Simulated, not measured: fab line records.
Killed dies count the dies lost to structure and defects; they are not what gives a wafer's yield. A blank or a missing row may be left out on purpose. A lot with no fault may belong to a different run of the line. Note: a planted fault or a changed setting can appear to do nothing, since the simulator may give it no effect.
fab line records | flow sky130
record lots=7 wafers=21 last-day=50
route steps=708 shown POLY_GATE@222 PAD_OPEN@708
lots with no fault: from the same line, run without faults
start-h: hours from the record's first day to the start of the lot's first wafer shown | wait-h: hours from the lot's prior step to this one | " repeats the value in the row above | L1.1+2: a single row standing in for several wafers | - either no value or no given start | * or withheld: withheld | < > ~ a bound
route shown NAME@n: a module of which the file shows steps, and the number in the route of the first | usual: mean/standard deviation of fault-free wafers | same: alike in all rows | chamber/n: place in a boat | sites: readings site by site | _std_site: their standard deviation | _edge_site: inner sites' mean taken away from outer sites' mean | radius-mm: for every site, how far away it sits from the centre of the wafer | mask NAME#n: copy n | behind: tool/chamber where the wafer was last shaped | hold: cause of the lot's hold/its duration in hours/its outcome | device: transistor that didn't switch, given as n, p or np | end of line: at the end of the route, the tests of the same wafers | for a step that has no rows: nothing shown but its recipe | killed: count of dies lost to structure and defects at first sort (not the wafer's yield) | map: a wafer's dies, marking killed ones x, the rest . and places with no die _
set.NAME: the setting the step ran with; set.NAME@STEP: the setting that earlier step ran with | model.NAME: the simulator's own value behind a step, which no gauge read
lots seen at some steps along the route; tables by step, rows by wafer
services: a tool's chamber out of use, with start hour (start-h, from the record's first day; less than 0 if before it), hours out, and reason
## steps
# step SKY_POLY_GATE_COAT_08
# recipe resist=KrF-thick spin-rpm=3000 resist-thk-nm=450
# step SKY_POLY_GATE_SOFTBAKE_09
# recipe temp-c=100 time-s=90 resist=KrF-thick
# step SKY_POLY_GATE_EXPOSE_10
# recipe mask-id=P1M na=0.68 source-shape=conventional sigma-outer=0.6 target-cd-nm=150 dose-mj=28
# step SKY_POLY_GATE_PEB_11
# recipe peb-temp-c=withheld peb-time-s=withheld resist=KrF-thick
# step SKY_POLY_GATE_DEVELOP_12
# recipe develop-time-s=60 resist=KrF-thick dev-temp-c=21
# step SKY_POLY_GATE_CD_MEAS_13
# recipe target-cd-nm=150
# usual cd-nm=149.8/1.3
# columns lot.wafer tool chamber start-h wait-h cd-nm
L800.4 cd-sem-02 - 385.04 - 149.0
L800.5 " - " " 149.4
L800.6 " - " " 148.4
L804.1 cd-sem-02 - 423.83 - 149.3
L804.3 " - " " 150.4
L804.4 " - " " 149.5
L808.2 cd-sem-01 - 477.77 - 150.2
L808.3 " - " " 150.6
L808.5 " - " " 149.6
L809.4 cd-sem-01 - 482.98 - 147.8
L809.5 " - " " 147.7
L809.6 " - " " 146.4
L812.1 cd-sem-02 - 496.88 - 149.6
L812.2 " - " " 149.4
L812.3 " - " " 151.3
L821.1 cd-sem-02 - 569.10 - 150.9
L821.4 " - " " 150.2
L821.6 " - " " 150.3
L822.2 cd-sem-02 - 579.05 - 150.0
L822.3 " - " " 148.5
L822.6 " - " " 149.8
# step SKY_POLY_GATE_OVL_MEAS_14
# usual POLY_GATE_OVL=-3/5.5
# columns lot.wafer tool chamber start-h wait-h POLY_GATE_OVL[nm]
L800.4 overlay-02 - 385.12 0.1 -3
L800.5 " - " " 4
L800.6 " - " " -4
L804.1 overlay-02 - 423.95 0.1 6
L804.3 " - " " -6
L804.4 " - " " -1
L808.2 overlay-02 - 477.88 0.1 -7
L808.3 " - " " -5
L808.5 " - " " 0
L809.4 overlay-01 - 483.06 0.1 0
L809.5 " - " " 7
L809.6 " - " " 1
L812.1 overlay-01 - 497.00 0.1 -11
L812.2 " - " " -6
L812.3 " - " " -9
L821.1 overlay-01 - 569.22 0.1 3
L821.4 " - " " -4
L821.6 " - " " -9
L822.2 overlay-01 - 579.15 0.1 -11
L822.3 " - " " -13
L822.6 " - " " -4
# step SKY_POLY_GATE_ETCH_15
# recipe chemistry=N2/H2 target=BARC ion-energy-ev=200 source-w=500 bias-w=100 pressure-mtorr=30 n2-flow-sccm=100 h2-flow-sccm=200 stop-on=SiO2 time-s=118.5 target-depth-a=1100
# usual bias-w=100.03/0.28 drypump-motor-current-A=6.0/0.55 oes-product-au=0.716/0.0046 throttle-valve-pct=13.213/0.0086
# columns lot.wafer tool chamber start-h wait-h bias-w drypump-motor-current-A oes-product-au rf-hours-counter-h throttle-valve-pct
L800.4 rie-diel-03 0 385.13 0.0 100.05 5.6 0.723 12 13.214
L800.5 " 2 " " 100.16 5.9 0.717 - 13.206
L800.6 " 3 " " 100.13 6.1 0.728 - 13.212
L804.1 rie-diel-01 3 423.98 0.0 99.64 6.0 0.716 2 13.221
L804.3 " 1 " " 100.09 5.8 0.715 13 13.216
L804.4 " 0 " " 99.35 6.7 0.716 43 13.204
L808.2 rie-diel-03 2 477.91 0.0 100.17 5.9 0.719 49 13.222
L808.3 " 1 " " 100.19 6.8 0.714 14 13.217
L808.5 " 2 " " 100.31 6.0 0.726 - 13.218
L809.4 rie-diel-01 1 483.08 0.0 99.99 5.8 0.719 14 13.209
L809.5 " 2 " " 99.36 6.4 0.715 - 13.233
L809.6 " 1 " " 99.90 5.8 0.716 - 13.230
L812.1 rie-diel-01 0 497.03 0.0 99.56 6.7 0.712 45 13.217
L812.2 " 3 " " 100.11 5.9 0.723 3 13.209
L812.3 " 2 " " 100.01 6.4 0.720 7 13.220
L821.1 rie-diel-03 0 569.25 0.0 100.56 5.6 0.713 16 13.226
L821.4 " 1 " " 99.54 6.8 0.712 16 13.198
L821.6 " 3 " " 99.65 6.1 0.724 - 13.213
L822.2 rie-diel-01 0 579.18 0.0 99.89 6.7 0.713 47 13.208
L822.3 " 2 " " 100.27 6.4 0.719 9 13.206
L822.6 " 0 " " 99.80 6.7 0.722 - 13.215
# step SKY_POLY_GATE_ETCH_16
# recipe stop-on=poly-Si chemistry=CH3F/O2 target=Si3N4 source-w=400 bias-w=80 pressure-mtorr=25 ch3f-flow-sccm=40 O2_flow_sccm=30 time-s=147.5 target-depth-a=750
# usual bias-w=79.97/0.25 ch3f-flow-sccm=40.01/0.13 drypump-motor-current-A=5.9/0.55 oes-product-au=0.642/0.0049 throttle-valve-pct=10.534/0.0093
# columns lot.wafer tool chamber start-h wait-h bias-w ch3f-flow-sccm drypump-motor-current-A oes-product-au rf-hours-counter-h throttle-valve-pct
L800.4 rie-diel-03 0 385.22 0.0 80.06 39.99 5.6 0.639 12 10.535
L800.5 " 2 " " 79.95 39.99 5.9 0.642 - 10.548
L800.6 " 3 " " 80.00 39.86 6.0 0.635 - 10.537
L804.1 rie-diel-01 3 424.07 0.0 79.38 39.99 5.9 0.640 2 10.527
L804.3 " 1 " " 79.74 40.15 5.8 0.641 13 10.517
L804.4 " 0 " " 80.25 39.85 6.6 0.640 43 10.540
L808.2 rie-diel-03 2 477.99 0.0 80.17 40.09 5.9 0.652 49 10.528
L808.3 " 1 " " 79.82 40.28 6.8 0.650 15 10.534
L808.5 " 2 " " 79.93 40.13 5.9 0.642 - 10.533
L809.4 rie-diel-01 1 483.16 0.0 79.65 40.16 5.8 0.642 14 10.546
L809.5 " 2 " " 79.58 40.08 6.3 0.642 - 10.533
L809.6 " 1 " " 79.80 40.14 5.8 0.648 - 10.525
L812.1 rie-diel-01 0 497.12 0.0 80.13 40.09 6.6 0.651 45 10.537
L812.2 " 3 " " 80.28 39.94 5.9 0.640 3 10.521
L812.3 " 2 " " 79.91 39.91 6.3 0.646 7 10.542
L821.1 rie-diel-03 0 569.34 0.0 79.88 39.91 5.6 0.639 16 10.542
L821.4 " 1 " " 80.04 39.87 6.8 0.645 16 10.535
L821.6 " 3 " " 79.95 40.24 6.0 0.646 - 10.516
L822.2 rie-diel-01 0 579.27 0.0 80.36 40.13 6.6 0.650 47 10.535
L822.3 " 2 " " 79.81 39.79 6.4 0.639 9 10.523
L822.6 " 0 " " 80.18 40.13 6.7 0.640 - 10.534
# step SKY_POLY_GATE_ETCH_17
# recipe target-depth-nm=180 stop-on=SiO2 over-etch-frac=0.56667 chemistry=HBr/Cl2 target=poly-Si icp-w=400 bias-w=100 pressure-mtorr=10 HBr_flow_sccm=150 Cl2_flow_sccm=50 time-s=70.5
# usual bias-w=100.00/0.26 drypump-motor-current-A=5.8/0.31 oes-product-au=0.985/0.0067 throttle-valve-pct=33.685/0.0089
# same over-etch-frac=0.56667
# columns lot.wafer tool chamber start-h wait-h bias-w drypump-motor-current-A oes-product-au rf-hours-counter-h throttle-valve-pct
L800.4 rie-si-01 0 385.32 0.0 99.72 5.4 0.990 59 33.684
L800.5 " 0 " " 100.22 5.3 0.995 - 33.673
L800.6 " 3 " " 99.99 5.8 0.993 - 33.667
L804.1 rie-si-02 0 424.17 0.0 100.08 6.2 0.979 64 33.701
L804.3 " 3 " " 100.22 6.0 0.986 5 33.678
L804.4 " 2 " " 100.22 6.1 0.980 1 33.686
L808.2 rie-si-02 3 478.09 0.0 99.77 6.0 0.976 6 33.683
L808.3 " 1 " " 99.99 5.7 0.986 0 33.688
L808.5 " 2 " " 100.16 6.1 0.972 - 33.691
L809.4 rie-si-02 2 483.29 0.1 100.00 6.1 0.977 - 33.677
L809.5 " 3 " " 99.90 6.0 0.983 - 33.703
L809.6 " 1 " " 100.69 5.7 0.983 - 33.688
L812.1 rie-si-01 2 497.21 0.0 99.85 5.4 0.979 5 33.675
L812.2 " 1 " " 99.82 5.1 0.997 6 33.688
L812.3 " 3 " " 99.89 5.8 0.988 1 33.692
L821.1 rie-si-02 1 569.44 0.0 99.77 5.7 0.997 1 33.687
L821.4 " 3 " " 100.29 6.0 0.987 6 33.670
L821.6 " 3 " " 100.08 6.0 0.984 - 33.693
L822.2 rie-si-01 2 579.36 0.0 100.68 5.4 0.993 5 33.682
L822.3 " 1 " " 99.48 5.1 0.992 6 33.692
L822.6 " 0 " " 99.86 5.4 0.987 - 33.681
# step SKY_POLY_GATE_STRIP_18
# recipe chemistry=O2/N2 power-w=1400 pressure-mtorr=1500 platen-temp-c=withheld o2-flow-sccm=3000 n2-flow-sccm=300 overash-fraction=0.5
# usual drypump-motor-current-A=5.9/0.47 oes-product-au=0.360/0.0051 strip-time-to-endpoint-s=3.16/0.035
# columns lot.wafer tool chamber start-h wait-h drypump-motor-current-A oes-product-au rf-hours-counter-h strip-time-to-endpoint-s
L800.4 plasma-asher-03 0 385.40 0.1 6.0 0.364 - 3.18
L800.5 " 1 " " 5.7 0.352 - 3.16
L800.6 " 0 " " 6.1 0.359 - 3.13
L804.1 plasma-asher-02 1 424.22 0.0 6.6 0.366 31 3.15
L804.3 " 0 " " 5.1 0.359 - 3.12
L804.4 " 1 " " 6.6 0.363 - 3.15
L808.2 plasma-asher-01 0 478.14 0.0 6.5 0.367 5 3.23
L808.3 " 1 " " 5.7 0.359 - 3.13
L808.5 " 1 " " 5.7 0.364 - 3.20
L809.4 plasma-asher-03 1 483.35 0.0 5.7 0.360 - 3.14
L809.5 " 0 " " 6.1 0.362 - 3.19
L809.6 " 1 " " 5.8 0.366 - 3.08
L812.1 plasma-asher-03 0 497.27 0.0 6.0 0.361 82 3.16
L812.2 " 1 " " 5.7 0.368 82 3.14
L812.3 " 1 " " 5.8 0.361 - 3.17
L821.1 plasma-asher-03 0 569.49 0.0 6.1 0.357 89 3.15
L821.4 " 1 " " 5.8 0.365 - 3.12
L821.6 " 1 " " 5.7 0.355 - 3.11
L822.2 plasma-asher-01 1 579.42 0.0 5.7 0.361 14 3.16
L822.3 " 0 " " 6.5 0.360 - 3.19
L822.6 " 0 " " 6.5 0.361 - 3.17
# step SKY_POLY_GATE_CLEAN_19
# recipe chemistry=SC1/SC2 mix=1:4:20 temp-c=70 time-s=150 dry=n2-spin
# step SKY_POLY_GATE_OXIDATION_20
# recipe temp-c=850 ambient=O2 stabilise-s=600 purge-s=300 target-thk-a=40 ox-time-s=899
# usual ox-temp-c=850.0/0.36 tube-center-temp-C=850/0.075
# columns lot.wafer tool chamber start-h wait-h ox-temp-c tube-center-temp-C
L800.4 furnace-02 0 388.56 3.0 849.5 849.87
L800.5 " 0 " " 849.7 850.02
L800.6 " 0 " " 849.7 850.02
L804.1 furnace-02 0 425.14 0.8 849.9 849.98
L804.3 " 0 " " 850.2 849.97
L804.4 " 0 " " 850.1 850.09
L808.2 furnace-01 0 478.29 0.0 849.9 849.93
L808.3 " 0 " " 850.2 849.99
L808.5 " 0 " " 850.0 849.99
L808.2 furnace-01 0 479.71 0.2 849.4 850
L808.3 " 0 " " 849.6 849.96
L808.5 " 0 " " 849.9 850.04
L809.4 furnace-02 0 483.48 0.0 850.3 850.12
L809.5 " 0 " " 850.7 849.97
L809.6 " 0 " " 849.8 850.09
L809.4 furnace-02 0 484.90 0.2 850.3 849.97
L809.5 " 0 " " 849.8 849.97
L809.6 " 0 " " 850.1 850
L812.1 furnace-02 0 497.43 0.0 849.4 849.98
L812.2 " 0 " " 849.7 849.92
L812.3 " 0 " " 849.9 849.73
L812.1 furnace-02 0 498.85 0.2 850.9 850.06
L812.2 " 0 " " 850.5 850.21
L812.3 " 0 " " 850.6 850.03
L821.1 furnace-02 0 570.17 0.5 850.2 850.02
L821.4 " 0 " " 849.8 850.06
L821.6 " 0 " " 850.0 850.11
L822.2 furnace-01 0 579.57 0.0 851.0 850.02
L822.3 " 0 " " 850.8 849.99
L822.6 " 0 " " 850.2 850.02
# step SKY_POLY_GATE_THK_MEAS_21
# recipe reads=SiO2_of_POLY_GATE_OXIDATION_20
# usual POLY_GATE_OXIDATION_THK=3.99/0.081
# columns lot.wafer tool chamber start-h wait-h POLY_GATE_OXIDATION_THK[nm]
L800.4 film-metro-04 - 389.84 0.0 3.92
L800.5 " - " " 3.94
L800.6 " - " " 3.97
L804.1 film-metro-01 - 426.39 0.0 4.03
L804.3 " - " " 4.02
L804.4 " - " " 3.99
L808.2 film-metro-01 - 480.98 0.0 6.50
L808.3 " - " " 6.54
L808.5 " - " " 6.51
L809.4 film-metro-04 - 486.18 0.0 6.66
L809.5 " - " " 6.59
L809.6 " - " " 6.62
L812.1 film-metro-02 - 500.10 0.0 6.61
L812.2 " - " " 6.56
L812.3 " - " " 6.61
L821.1 film-metro-01 - 571.42 0.0 3.96
L821.4 " - " " 3.99
L821.6 " - " " 4.02
L822.2 film-metro-02 - 580.83 0.0 3.88
L822.3 " - " " 3.87
L822.6 " - " " 3.91
# step SKY_POLY_GATE_CD_MEAS_22
# usual cd-nm=150.7/2.6
# columns lot.wafer tool chamber start-h wait-h cd-nm
L800.4 cd-sem-02 - 389.95 0.1 151.8
L800.5 " - " " 148.8
L800.6 " - " " 146.9
L804.1 cd-sem-02 - 426.45 0.1 153.6
L804.3 " - " " 149.1
L804.4 " - " " 148.2
L808.2 cd-sem-01 - 481.06 0.1 149.2
L808.3 " - " " 152.5
L808.5 " - " " 147.3
L809.4 cd-sem-01 - 486.55 0.4 145.0
L809.5 " - " " 147.1
L809.6 " - " " 145.5
L812.1 cd-sem-01 - 500.16 0.1 153.4
L812.2 " - " " 154.0
L812.3 " - " " 154.2
L821.1 cd-sem-01 - 571.48 0.1 149.2
L821.4 " - " " 153.3
L821.6 " - " " 148.9
L822.2 cd-sem-01 - 580.91 0.1 150.8
L822.3 " - " " 145.4
L822.6 " - " " 150.3
# step SKY_PAD_OPEN_PROBE_99
# usual killed_at_M0_to_M3=43/7.3 killed_at_M4_up=3.2/1.9 killed-at-contacts=25/5.4 killed-at-front-end=16/4.4 killed-at-other=0.4/0.66 killed-dies=87/11 killed-open=48/7.9 killed-short=39/6.5
# same gross-dies=492 killed-at-back-side=0
# columns lot.wafer tool chamber start-h wait-h killed_at_M0_to_M3 killed_at_M4_up killed-at-contacts killed-at-front-end killed-at-other killed-dies killed-open killed-short model.etest.tip-sonos.rs-ohm-sq model.etest.tip-p.rs-ohm-sq model.etest.pfet_01v8.r-on-ohm-um model.etest.res-pdiff.line-ohm-um model.etest.tip-n.rs-ohm-sq model.etest.nfet_01v8.r-on-ohm-um model.etest.res-ndiff.line-ohm-um model.etest.sonos-uncharged.r-on-ohm-um
L800.4 prober-01 - 1096.75 0.2 35 3 23 10 0 71 40 31 2594 6892 2948 1308 437 837.9 735.9 807.1
L800.5 prober-01 - 1096.80 0.2 53 4 21 8 0 86 51 35 2571 6866 2899 1308 438.9 815.4 724.3 800.9
L800.6 prober-01 - 1096.85 0.2 56 3 29 15 0 103 52 51 2581 6940 2869 1287 438.6 813.4 721.2 787.3
L804.1 prober-02 - 1118.87 0.1 35 4 37 11 1 88 40 48 2605 6952 2889 1365 443.3 833 763.3 822.3
L804.3 prober-02 - 1118.97 0.2 36 1 28 16 0 81 45 36 2623 7004 2837 1413 441.6 800.6 758.2 809.2
L804.4 prober-02 - 1119.02 0.2 46 1 30 20 0 97 52 45 2641 7061 2820 1330 443.9 823.1 740.1 801.6
L808.2 prober-01 - 1156.27 0.1 47 3 23 16 0 89 56 33 3064 7204 3020 1433 492 849.2 803.8 841.2
L808.3 prober-01 - 1156.32 0.2 54 3 23 15 1 96 49 47 3072 7246 3041 1428 492 850.6 775.6 839.7
L808.5 prober-01 - 1156.42 0.2 40 2 22 12 0 76 41 35 3130 7249 2970 1418 489.1 834.7 795.6 823.7
L809.4 prober-02 - 1159.92 0.2 51 2 21 12 1 87 50 36 3135 7246 2905 1441 493.3 845 792.9 812.7
L809.5 prober-02 - 1159.97 0.2 37 1 25 20 1 84 48 35 3095 7235 2908 1455 494.3 851.2 794.4 816.2
L809.6 prober-02 - 1160.02 0.2 35 4 29 21 0 89 47 42 3109 7262 2913 1414 493.5 834.3 767.8 823.9
L812.1 prober-01 - 1166.62 0.1 49 2 27 20 3 101 54 44 3101 7254 3036 1432 488.2 889.6 793.2 852.7
L812.2 prober-01 - 1166.67 0.1 46 2 32 16 0 96 57 39 3127 7231 3097 1426 489.5 883.6 776.5 857.6
L812.3 prober-01 - 1166.72 0.2 31 9 27 13 3 83 40 40 3124 7279 3101 1438 488 879.5 766.7 859.9
L821.1 prober-02 - 1206.45 0.1 37 5 35 26 0 103 51 52 2622 6919 2873 1394 441.6 836.5 767.5 799.5
L821.4 prober-02 - 1206.60 0.2 49 2 26 10 0 87 49 38 2636 6944 3009 1403 442.2 858.4 771.6 828.8
L821.6 prober-02 - 1206.70 0.2 29 1 29 19 0 78 48 30 2652 6875 2874 1394 441.5 826.3 765.7 807.7
L822.2 prober-01 - 1209.84 0.1 44 3 20 18 0 85 50 35 2613 6904 2855 1363 443.1 816.6 744.6 810.7
L822.3 prober-01 - 1209.89 0.2 53 3 24 19 0 99 47 52 2628 6876 2797 1378 438.7 810.1 762.2 811.5
L822.6 prober-01 - 1210.04 0.2 40 2 30 12 0 84 54 30 2598 6890 2839 1385 440.3 825.4 772.8 816.3
# killed by level:class
L800.4 VIA1:geometric-particle:open=11 CONTACT:geometric-particle:open=11 VIA1:geometric-particle:short=7 LI_CONTACT:geometric-particle:open=6 CONTACT:geometric-particle:short=5 METAL2:geometric-particle:short=4 FIELD_ISO:geometric-particle:short=3 METAL4:geometric-particle:short=3
L800.5 CONTACT:geometric-particle:open=14 METAL2:geometric-particle:short=11 VIA1:geometric-particle:open=10 VIA2:geometric-particle:open=9 VIA3:geometric-particle:open=7 POLY_GATE:geometric-particle:open=4 VIA1:geometric-particle:short=4 LI_CONTACT:geometric-particle:open=3
L800.6 VIA3:geometric-particle:open=11 VIA1:geometric-particle:open=11 CONTACT:geometric-particle:open=9 METAL1:geometric-particle:short=8 LI_CONTACT:geometric-particle:open=7 METAL2:geometric-particle:short=7 POLY_GATE:geometric-particle:short=5 FIELD_ISO:geometric-particle:open=4
L804.1 CONTACT:geometric-particle:open=11 LI_CONTACT:geometric-particle:open=8 LOCAL_INTERCONNECT:geometric-particle:short=8 CONTACT:geometric-particle:short=8 METAL2:geometric-particle:short=6 POLY_GATE:geometric-particle:short=5 VIA1:geometric-particle:open=5 VIA2:geometric-particle:open=5
L804.3 CONTACT:geometric-particle:open=10 VIA1:geometric-particle:open=9 FIELD_ISO:geometric-particle:open=7 LI_CONTACT:geometric-particle:open=7 LOCAL_INTERCONNECT:geometric-particle:short=7 METAL1:geometric-particle:short=6 VIA1:geometric-particle:short=5 FIELD_ISO:geometric-particle:short=4
L804.4 VIA1:geometric-particle:open=10 CONTACT:geometric-particle:open=9 METAL1:geometric-particle:short=7 FIELD_ISO:geometric-particle:open=6 LOCAL_INTERCONNECT:geometric-particle:short=6 VIA3:geometric-particle:open=6 VIA1:geometric-particle:short=6 VIA2:geometric-particle:open=6
L808.2 VIA1:geometric-particle:open=12 CONTACT:geometric-particle:open=9 VIA2:geometric-particle:open=8 VIA3:geometric-particle:open=7 LI_CONTACT:geometric-particle:open=5 CONTACT:geometric-particle:short=5 FIELD_ISO:geometric-particle:open=4 FIELD_ISO:geometric-particle:short=4
L808.3 CONTACT:geometric-particle:open=11 VIA1:geometric-particle:open=10 METAL1:geometric-particle:short=7 VIA1:geometric-particle:short=7 VIA3:geometric-particle:open=7 VIA2:geometric-particle:open=6 METAL3:geometric-particle:short=5 FIELD_ISO:geometric-particle:open=4
L808.5 VIA3:geometric-particle:open=8 CONTACT:geometric-particle:open=8 METAL2:geometric-particle:short=8 VIA1:geometric-particle:open=7 LI_CONTACT:geometric-particle:open=7 VIA2:geometric-particle:open=7 FIELD_ISO:geometric-particle:short=4 LI_CONTACT:geometric-particle:short=4
L809.4 CONTACT:geometric-particle:open=10 VIA3:geometric-particle:open=9 VIA1:geometric-particle:open=8 VIA2:geometric-particle:open=8 METAL1:geometric-particle:short=6 METAL3:geometric-particle:short=6 FIELD_ISO:geometric-particle:short=4 CONTACT:geometric-particle:short=4
L809.5 LI_CONTACT:geometric-particle:open=8 VIA1:geometric-particle:open=8 VIA3:geometric-particle:open=8 FIELD_ISO:geometric-particle:open=6 FIELD_ISO:geometric-particle:short=6 LOCAL_INTERCONNECT:geometric-particle:short=6 CONTACT:geometric-particle:open=6 VIA2:geometric-particle:open=5
L809.6 CONTACT:geometric-particle:open=9 FIELD_ISO:geometric-particle:short=8 LI_CONTACT:geometric-particle:open=8 VIA1:geometric-particle:open=8 CONTACT:geometric-particle:short=6 VIA2:geometric-particle:open=6 FIELD_ISO:geometric-particle:open=4 POLY_GATE:geometric-particle:open=4
L812.1 LI_CONTACT:geometric-particle:open=11 VIA2:geometric-particle:open=11 VIA1:geometric-particle:open=7 VIA1:geometric-particle:short=7 METAL1:geometric-particle:short=6 VIA3:geometric-particle:open=6 POLY_GATE:geometric-particle:open=5 CONTACT:geometric-particle:open=5
L812.2 VIA1:geometric-particle:open=15 CONTACT:geometric-particle:open=11 LI_CONTACT:geometric-particle:open=10 METAL2:geometric-particle:short=8 VIA3:geometric-particle:open=6 VIA1:geometric-particle:short=5 POLY_GATE:geometric-particle:open=4 CONTACT:geometric-particle:short=4
L812.3 CONTACT:geometric-particle:open=12 VIA1:geometric-particle:open=8 METAL4:geometric-particle:short=7 LOCAL_INTERCONNECT:geometric-particle:short=6 METAL2:geometric-particle:short=5 METAL1:geometric-particle:short=4 POLY_GATE:geometric-particle:open=3 VIA2:geometric-particle:open=3
L821.1 CONTACT:geometric-particle:open=14 FIELD_ISO:geometric-particle:open=9 VIA1:geometric-particle:short=8 POLY_GATE:geometric-particle:open=7 LOCAL_INTERCONNECT:geometric-particle:short=6 CONTACT:geometric-particle:short=6 VIA1:geometric-particle:open=6 POLY_GATE:geometric-particle:short=5
L821.4 VIA1:geometric-particle:open=10 CONTACT:geometric-particle:open=9 VIA2:geometric-particle:open=7 VIA1:geometric-particle:short=6 VIA3:geometric-particle:open=6 LI_CONTACT:geometric-particle:short=5 CONTACT:geometric-particle:short=5 VIA3:geometric-particle:short=5
L821.6 CONTACT:geometric-particle:open=14 LI_CONTACT:geometric-particle:open=8 FIELD_ISO:geometric-particle:open=6 VIA3:geometric-particle:open=5 VIA1:geometric-particle:open=4 METAL2:geometric-particle:short=4 FIELD_ISO:geometric-particle:short=3 POLY_GATE:geometric-particle:short=3
L822.2 LI_CONTACT:geometric-particle:open=8 VIA2:geometric-particle:short=7 VIA1:geometric-particle:open=7 VIA3:geometric-particle:open=7 POLY_GATE:geometric-particle:open=6 VIA2:geometric-particle:open=6 METAL1:geometric-particle:short=6 FIELD_ISO:geometric-particle:open=5
L822.3 VIA1:geometric-particle:open=13 VIA2:geometric-particle:open=12 LI_CONTACT:geometric-particle:short=8 FIELD_ISO:geometric-particle:short=7 CONTACT:geometric-particle:open=6 METAL1:geometric-particle:short=6 VIA1:geometric-particle:short=6 METAL2:geometric-particle:short=4
L822.6 CONTACT:geometric-particle:open=14 VIA2:geometric-particle:open=8 LI_CONTACT:geometric-particle:open=8 VIA1:geometric-particle:short=7 VIA1:geometric-particle:open=7 POLY_GATE:geometric-particle:open=5 METAL1:geometric-particle:short=5 LOCAL_INTERCONNECT:geometric-particle:short=5
## services
# columns tool chamber start-h hours kind
rie-diel-01 1 364.53 2.9 repair
furnace-02 - 364.59 3.5 pm
rie-diel-01 2 367.11 3.1 repair
rie-diel-01 0 384.04 15.7 repair
plasma-asher-02 - 400.48 0.5 repair
rie-diel-03 2 415.27 10.7 repair
plasma-asher-01 - 421.25 9.0 pm
rie-si-02 1 450.29 - clean
rie-si-02 1 450.29 23.2 scheduled-down
rie-si-02 1 450.29 23.2 vent-cycle
rie-si-01 3 457.87 2.6 repair
furnace-02 - 464.25 4.3 repair
rie-si-01 - 477.77 14.6 pm
plasma-asher-01 - 487.41 1.3 repair
rie-diel-01 1 487.52 21.8 repair
rie-diel-01 3 504.88 4.7 repair
rie-si-01 - 517.97 0.8 repair
rie-diel-03 3 520.45 - clean
rie-diel-03 3 520.45 22.3 scheduled-down
rie-diel-03 3 520.45 22.3 vent-cycle
furnace-01 - 523.11 2.7 pm
furnace-02 - 531.58 3.7 pm
furnace-01 - 538.03 3.6 pm
plasma-asher-01 - 541.57 2.7 repair
## key
first-sign step=SKY_POLY_GATE_OXIDATION_20 reading=visit direction=added
effect step=SKY_POLY_GATE_THK_MEAS_21 reading=POLY_GATE_OXIDATION_THK direction=up sigmas=32 usual=3.99 struck=6.58
model-effect step=SKY_PAD_OPEN_PROBE_99 value=etest.tip-sonos.rs-ohm-sq without=2629 struck=3106
met-at SKY_POLY_GATE_OXIDATION_20
struck-wafers L808.2,L808.3,L808.5,L809.4,L809.5,L809.6,L812.1,L812.2,L812.3
tester-left-out L808,L809,L812
fault kind=repeated-step-whole tool=furnace-01,furnace-02 chamber=- onset-h=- steps=SKY_POLY_GATE_OXIDATION_20 times=1 scope=struck-lots-only
# tester-left-out: of these lots the tester's yield and bins aren't shown, on N5 and GAA mostly nor the transistor test; their killed dies are dies lost to structure and defects alone, not to doping, threshold or leakage, so they don't give the yield
